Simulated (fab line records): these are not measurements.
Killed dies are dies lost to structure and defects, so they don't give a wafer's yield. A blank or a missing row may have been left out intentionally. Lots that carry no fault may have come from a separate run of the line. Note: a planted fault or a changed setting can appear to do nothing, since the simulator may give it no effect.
Chamber matching || flow sky130 || 4 sister chambers for SKY_VIA3_CMP_24 on cmp-01
The step polishes, stops on SiO2, t overpolish 20 s, target thk 0 nm. 8 wafers are shown with their chamber, then 8 later ones without.

WAFERS WITH THEIR CHAMBER
{"wafer": "L074.3", "chamber": 1, "motor current A (A)": 11.4, "time to endpoint s (s)": 96.3}
{"wafer": "L081.1", "chamber": 0, "motor current A (A)": 9.6, "time to endpoint s (s)": 91.8}
{"wafer": "L081.5", "chamber": 2, "motor current A (A)": 11.3, "time to endpoint s (s)": 93.3}
{"wafer": "L082.2", "chamber": 1, "motor current A (A)": 10.9, "time to endpoint s (s)": 94.8}
{"wafer": "L084.1", "chamber": 3, "motor current A (A)": 11.5, "time to endpoint s (s)": 93.5}
{"wafer": "L084.3", "chamber": 0, "motor current A (A)": 8.6, "time to endpoint s (s)": 96.5}
{"wafer": "L084.5", "chamber": 2, "motor current A (A)": 11.8, "time to endpoint s (s)": 95.4}
{"wafer": "L085.1", "chamber": 3, "motor current A (A)": 11.6, "time to endpoint s (s)": 96.1}

WAFERS WHOSE CHAMBER IS MISSING
{"wafer": "L085.2", "motor current A (A)": 11.6, "time to endpoint s (s)": 94.8}
{"wafer": "L085.3", "motor current A (A)": 9.3, "time to endpoint s (s)": 94.2}
{"wafer": "L088.2", "motor current A (A)": 9.4, "time to endpoint s (s)": 96.1}
{"wafer": "L088.3", "motor current A (A)": 11.9, "time to endpoint s (s)": 92.4}
{"wafer": "L088.5", "motor current A (A)": 10.7, "time to endpoint s (s)": 92.6}
{"wafer": "L097.1", "motor current A (A)": 11.0, "time to endpoint s (s)": 92.8}
{"wafer": "L097.3", "motor current A (A)": 11.3, "time to endpoint s (s)": 90.6}
{"wafer": "L097.5", "motor current A (A)": 12.0, "time to endpoint s (s)": 93.7}

WHICH CHAMBER EACH ONE RAN IN
{"wafer": "L085.2", "from the rows above": "can't be placed: 3 or 2 or 1", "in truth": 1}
{"wafer": "L085.3", "from the rows above": 0, "in truth": 0}
{"wafer": "L088.2", "from the rows above": 0, "in truth": 0}
{"wafer": "L088.3", "from the rows above": "can't be placed: 2 or 3 or 1", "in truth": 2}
{"wafer": "L088.5", "from the rows above": "can't be placed: 1 or 2 or 3", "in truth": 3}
{"wafer": "L097.1", "from the rows above": "can't be placed: 1 or 2 or 3", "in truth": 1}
{"wafer": "L097.3", "from the rows above": "can't be placed: 2 or 3 or 1", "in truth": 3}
{"wafer": "L097.5", "from the rows above": "can't be placed: 2 or 3 or 1", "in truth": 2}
Correctly placed: 2 of 8. Not placeable from these rows: 6 (in 6, the candidates include the true chamber). Number placed wrongly: 0.
How it was worked out, from the rows above alone: a wafer's distance from a chamber is the root of the sum, over the readings, of the square of ((its reading less the chamber's mean) divided by the reading's scatter). The wafer belongs to the nearest chamber; if the next one is less than 2 further off, it can't be placed. Each chamber's mean is taken over the wafers shown for it. The scatter: take each reading less its chamber's mean, square it, sum over the shown wafers, divide by the number of wafers less the number of chambers, and take the root.
